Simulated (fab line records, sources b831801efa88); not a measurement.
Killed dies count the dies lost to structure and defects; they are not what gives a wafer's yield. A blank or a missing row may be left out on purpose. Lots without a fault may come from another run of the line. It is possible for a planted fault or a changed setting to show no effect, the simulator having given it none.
Which tool was responsible? / flow sky130 / Sampling: 14 lots, 40 wafers, 5 of 708 route steps

WHAT THE GAUGES SHOWED, per wafer
SKY_VIA1_THK_MEAS_01.
lot=L212; measured=day 33 12:52; on=film metro-03; VIA1_HDPCVD_THK (nm)=1006 1028 1013
lot=L213; measured=day 33 18:11; on=film metro-03; VIA1_HDPCVD_THK (nm)=1054 1037 1049
lot=L214; measured=day 34 12:03; on=film metro-03; VIA1_HDPCVD_THK (nm)=1034 1027 1025
lot=L215; measured=day 35 13:26; on=film metro-02; VIA1_HDPCVD_THK (nm)=1032 1038 1036
lot=L217; measured=day 35 21:38; on=film metro-03; VIA1_HDPCVD_THK (nm)=1036 1048 1028
lot=L220; measured=day 36 17:01; on=film metro-04; VIA1_HDPCVD_THK (nm)=1049 904 1034
lot=L222; measured=day 36 18:29; on=film metro-02; VIA1_HDPCVD_THK (nm)=1047 902 1030
lot=L223; measured=day 37 13:38; on=film metro-03; VIA1_HDPCVD_THK (nm)=1036
lot=L226; measured=day 38 01:17; on=film metro-02; VIA1_HDPCVD_THK (nm)=1022 1022 1031
lot=L227; measured=day 38 14:55; on=film metro-03; VIA1_HDPCVD_THK (nm)=1010 1008 1016
lot=L228; measured=day 38 17:49; on=film metro-03; VIA1_HDPCVD_THK (nm)=1043 1035 1028
lot=L229; measured=day 38 21:56; on=film metro-02; VIA1_HDPCVD_THK (nm)=1013 1011 1022
lot=L230; measured=day 38 22:50; on=film metro-02; VIA1_HDPCVD_THK (nm)=1013 1031 1024
lot=L233; measured=day 40 01:16; on=film metro-02; VIA1_HDPCVD_THK (nm)=1029 1040 1029

SKY_VIA1_CD_MEAS_12: the cd target is 150 nm.
lot=L212; measured=day 34 13:50; on=cd sem-02; cd nm (nm)=151.5 149.9 151.2
lot=L213; measured=day 34 20:54; on=cd sem-02; cd nm (nm)=147.7 150.0 148.3
lot=L214; measured=day 35 16:14; on=cd sem-01; cd nm (nm)=148.5 149.3 148.0
lot=L215; measured=day 36 16:42; on=cd sem-02; cd nm (nm)=148.2 147.9 149.6
lot=L217; measured=day 37 00:10; on=cd sem-02; cd nm (nm)=150.4 151.0 150.9
lot=L220; measured=day 37 18:27; on=cd sem-01; cd nm (nm)=148.7 147.2 147.3
lot=L222; measured=day 37 20:02; on=cd sem-02; cd nm (nm)=152.1 152.2 151.4
lot=L223; measured=day 38 14:52; on=cd sem-01; cd nm (nm)=149.2
lot=L226; measured=day 39 03:41; on=cd sem-02; cd nm (nm)=148.9 147.8 147.5
lot=L227; measured=day 39 18:10; on=cd sem-01; cd nm (nm)=150.9 152.4 152.4
lot=L228; measured=day 39 20:35; on=cd sem-01; cd nm (nm)=153.0 153.3 154.7
lot=L229; measured=day 40 00:03; on=cd sem-02; cd nm (nm)=150.1 149.8 149.2
lot=L230; measured=day 40 01:32; on=cd sem-02; cd nm (nm)=147.6 149.6 151.7
lot=L233; measured=day 41 01:01; on=cd sem-02; cd nm (nm)=147.8 146.3 147.0

SKY_VIA1_OVL_MEAS_13.
lot=L212; measured=day 34 13:57; on=overlay-02; VIA1_OVL (nm)=10 8 0
lot=L213; measured=day 34 21:01; on=overlay-02; VIA1_OVL (nm)=1 9 9
lot=L214; measured=day 35 16:21; on=overlay-01; VIA1_OVL (nm)=-1 2 8
lot=L215; measured=day 36 16:49; on=overlay-02; VIA1_OVL (nm)=3 -2 6
lot=L217; measured=day 37 00:17; on=overlay-02; VIA1_OVL (nm)=6 -2 -3
lot=L220; measured=day 37 18:34; on=overlay-02; VIA1_OVL (nm)=0 -4 -4
lot=L222; measured=day 37 20:07; on=overlay-01; VIA1_OVL (nm)=1 0 2
lot=L223; measured=day 38 14:56; on=overlay-02; VIA1_OVL (nm)=5
lot=L226; measured=day 39 03:49; on=overlay-01; VIA1_OVL (nm)=8 4 8
lot=L227; measured=day 39 18:17; on=overlay-01; VIA1_OVL (nm)=6 7 2
lot=L228; measured=day 39 20:42; on=overlay-02; VIA1_OVL (nm)=11 7 6
lot=L229; measured=day 40 00:10; on=overlay-01; VIA1_OVL (nm)=5 6 -5
lot=L230; measured=day 40 01:40; on=overlay-02; VIA1_OVL (nm)=4 2 2
lot=L233; measured=day 41 01:08; on=overlay-01; VIA1_OVL (nm)=-1 6 5

WHICH TOOL RAN EACH LOT (tool, then ch and the chambers of the sampled wafers, then the start)
lot=L212; SKY_METAL1_SPUTTER_02=pvd sputter-03, day 32 08:51; SKY_VIA1_HDPCVD_00=hdpcvd-02 ch 0,1, day 33 12:45
lot=L213; SKY_METAL1_SPUTTER_02=pvd sputter-04, day 32 13:56; SKY_VIA1_HDPCVD_00=hdpcvd-02 ch 0,2, day 33 18:04
lot=L214; SKY_METAL1_SPUTTER_02=pvd sputter-01, day 33 10:24; SKY_VIA1_HDPCVD_00=hdpcvd-01 ch 0,1, day 34 11:56
lot=L215; SKY_METAL1_SPUTTER_02=pvd sputter-04, day 34 09:16; SKY_VIA1_HDPCVD_00=hdpcvd-02 ch 0,1,2, day 35 13:19
lot=L217; SKY_METAL1_SPUTTER_02=pvd sputter-04, day 34 17:39; SKY_VIA1_HDPCVD_00=hdpcvd-01 ch 0,1,2, day 35 21:31
lot=L220; SKY_METAL1_SPUTTER_02=pvd sputter-04, day 35 13:21; SKY_VIA1_HDPCVD_00=hdpcvd-02 ch 0,1,2, day 36 16:54
lot=L222; SKY_METAL1_SPUTTER_02=pvd sputter-01, day 35 14:08; SKY_VIA1_HDPCVD_00=hdpcvd-02 ch 0,1,2, day 36 18:22
lot=L223; SKY_METAL1_SPUTTER_02=pvd sputter-03, day 36 10:10; SKY_VIA1_HDPCVD_00=hdpcvd-02 ch 2, day 37 13:32
lot=L226; SKY_METAL1_SPUTTER_02=pvd sputter-04, day 36 23:49; SKY_VIA1_HDPCVD_00=hdpcvd-01 ch 0,1,2, day 38 01:10
lot=L227; SKY_METAL1_SPUTTER_02=pvd sputter-04, day 37 12:36; SKY_VIA1_HDPCVD_00=hdpcvd-01 ch 0,2, day 38 14:48
lot=L228; SKY_METAL1_SPUTTER_02=pvd sputter-01, day 37 15:16; SKY_VIA1_HDPCVD_00=hdpcvd-01 ch 0,2, day 38 17:42
lot=L229; SKY_METAL1_SPUTTER_02=pvd sputter-04, day 37 18:19; SKY_VIA1_HDPCVD_00=hdpcvd-01 ch 0,1, day 38 21:49
lot=L230; SKY_METAL1_SPUTTER_02=pvd sputter-03, day 37 20:04; SKY_VIA1_HDPCVD_00=hdpcvd-01 ch 0,1,2, day 38 22:43
lot=L233; SKY_METAL1_SPUTTER_02=pvd sputter-04, day 38 22:22; SKY_VIA1_HDPCVD_00=hdpcvd-01 ch 0,2, day 40 01:06
- SKY_METAL1_SPUTTER_02: material AlCu, target thk 250 nm, time 13.3 s.
- SKY_VIA1_HDPCVD_00: deposits SiO2, target thk 1030 nm, time 171.7 s.

AS READ BY THE TOOLS THEMSELVES (means over the sampled wafers that have a number; for cases with no such wafer, the mark the record gives instead)
SKY_METAL1_SPUTTER_02.
lot=L212; tool=pvd sputter-03; cathode dc power W (W)=10602; throttle valve pct (%)=29.2
lot=L213; tool=pvd sputter-04; cathode dc power W (W)=10601; throttle valve pct (%)=28.8
lot=L214; tool=pvd sputter-01; cathode dc power W (W)=10598; throttle valve pct (%)=28.8
lot=L215; tool=pvd sputter-04; cathode dc power W (W)=10600; throttle valve pct (%)=30.2
lot=L217; tool=pvd sputter-04; cathode dc power W (W)=10600; throttle valve pct (%)=30.3
lot=L220; tool=pvd sputter-04; cathode dc power W (W)=10600; throttle valve pct (%)=29.9
lot=L222; tool=pvd sputter-01; cathode dc power W (W)=10600; throttle valve pct (%)=29.9
lot=L223; tool=pvd sputter-03; cathode dc power W (W)=10600; throttle valve pct (%)=30.0
lot=L226; tool=pvd sputter-04; cathode dc power W (W)=10598; throttle valve pct (%)=29.8
lot=L227; tool=pvd sputter-04; cathode dc power W (W)=10600; throttle valve pct (%)=31.1
lot=L228; tool=pvd sputter-01; cathode dc power W (W)=10599; throttle valve pct (%)=30.7
lot=L229; tool=pvd sputter-04; cathode dc power W (W)=10601; throttle valve pct (%)=31.0
lot=L230; tool=pvd sputter-03; cathode dc power W (W)=10600; throttle valve pct (%)=28.6
lot=L233; tool=pvd sputter-04; cathode dc power W (W)=10600; throttle valve pct (%)=31.2

THE ANSWER, worked out from the rows above alone
Rule: what is usual is taken from the lots themselves. Put in order of their means at a reading, lots are off if they are a third of the lots or fewer, leave a main group of 4 or more, and stand apart from it by a gap of 3 or more times the standard deviation of the main group's means; of several such gaps the widest counts. A main group whose means are all the same, to the digits that the tables above print for the reading, isn't used. A lot without any number at a reading at which 4 lots or more have one is off too. The other lots that the step has rows for count as sound. Order of review: gauges by route order, followed by the tools' own readings, for which a lot's mean as printed above is used. At the first step where some lot is off, the reading lying furthest off is the one used; lots without a number count as furthest.
Across all readings shown, no lot is off: no conclusion can be drawn from this.

WHAT THE SIMULATOR PUT IN
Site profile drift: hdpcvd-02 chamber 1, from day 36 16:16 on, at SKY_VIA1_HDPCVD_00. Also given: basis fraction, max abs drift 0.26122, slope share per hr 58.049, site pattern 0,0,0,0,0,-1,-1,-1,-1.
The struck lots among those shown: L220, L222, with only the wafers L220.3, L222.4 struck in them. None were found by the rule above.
